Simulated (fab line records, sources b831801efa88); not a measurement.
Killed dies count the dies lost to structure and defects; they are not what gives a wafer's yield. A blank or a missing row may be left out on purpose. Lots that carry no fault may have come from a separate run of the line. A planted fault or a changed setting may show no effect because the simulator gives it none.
One fault through the eyes of 2 desks / flow gf180mcu / each desk has only its own numbers; what lay behind them comes last

## METROLOGY DESK
Means of the sampled wafers that have a number, per lot and without regard to the tool the lot ran on: this is what the gauges read. A lot is out of limits, marked OUT, if its mean lies more than 4 standard deviations from the usual mean; the brackets give that distance.
Columns: A = MIM_CVD_05_THK at GF_MIM_THK_MEAS_06, usual 42.0 nm; B = MIM_ALCU_THK at GF_MIM_THK_MEAS_11, usual 202.3 nm
lot=L610; first seen here=day 24 19:43; A=42.7; B=200.4
lot=L612; first seen here=day 25 12:16; A=41.9; B=204.8
lot=L614; first seen here=day 26 06:02; A=42.2; B=203.4
lot=L617; first seen here=day 27 02:50; A=42.1; B=201.5
lot=L623; first seen here=day 29 00:47; A=41.4; B=202.1
lot=L624; first seen here=day 29 06:04; A=42.0; B=203.3
lot=L629; first seen here=day 30 17:07; A=42.3; B=216.5 (+4.9) OUT
lot=L630; first seen here=day 30 20:31; A=42.3; B=213.9
lot=L631; first seen here=day 31 02:43; A=41.1; B=199.8
lot=L632; first seen here=day 31 16:23; A=41.6; B=202.0
Finding of this desk: L629 out of limits, first seen on L629 at day 30 17:24 (MIM_ALCU_THK at GF_MIM_THK_MEAS_11). In limits: L610, L612, L614, L617, L623, L624, L630, L631, L632.

## THE TOOL OWNER'S DESK: pvdSputter-03
The tool's own readings at GF_MIM_SPUTTER_09 (material TiN, target thk 35 nm, time 29.2 s): means of the sampled wafers that have a number, for each lot that ran on this tool. A lot is out of limits, marked OUT, if its mean lies more than 4 standard deviations from the usual mean; the brackets give that distance.
Columns: A = cathodeDcPowerW at GF_MIM_SPUTTER_09, usual 6499.9 W; B = chamberPressurePa at GF_MIM_SPUTTER_09, usual 0.3999 Pa; C = throttleValvePct at GF_MIM_SPUTTER_09, usual 30.2 %
lot=L610; first seen here=day 24 19:50; A=6500.0; B=0.3996; C=30.6
lot=L614; first seen here=day 26 06:10; A=6499.3; B=0.4000; C=30.3
lot=L631; first seen here=day 31 02:50; A=6499.9; B=0.4003; C=29.5
lot=L632; first seen here=day 31 16:30; A=6500.0; B=0.3999; C=29.2
This desk's finding: nothing out of limits on any of the 4 lots.

## TAKEN TOGETHER
On L629, the metrology desk was in a position to raise an alarm at day 30 17:24.
The desk of the tool owner found nothing out of limits.
The tool owner's desk has no number on record for L629.
The lots listed all ran GF_MIM_SPUTTER_09 on pvdSputter-03.

## WHAT WAS PUT IN BY THE SIMULATOR
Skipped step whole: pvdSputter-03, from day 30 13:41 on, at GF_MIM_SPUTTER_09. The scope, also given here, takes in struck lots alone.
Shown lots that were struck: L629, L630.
Delay in hours, fault start to first out-of-limits reading, per desk: metrology desk 4.
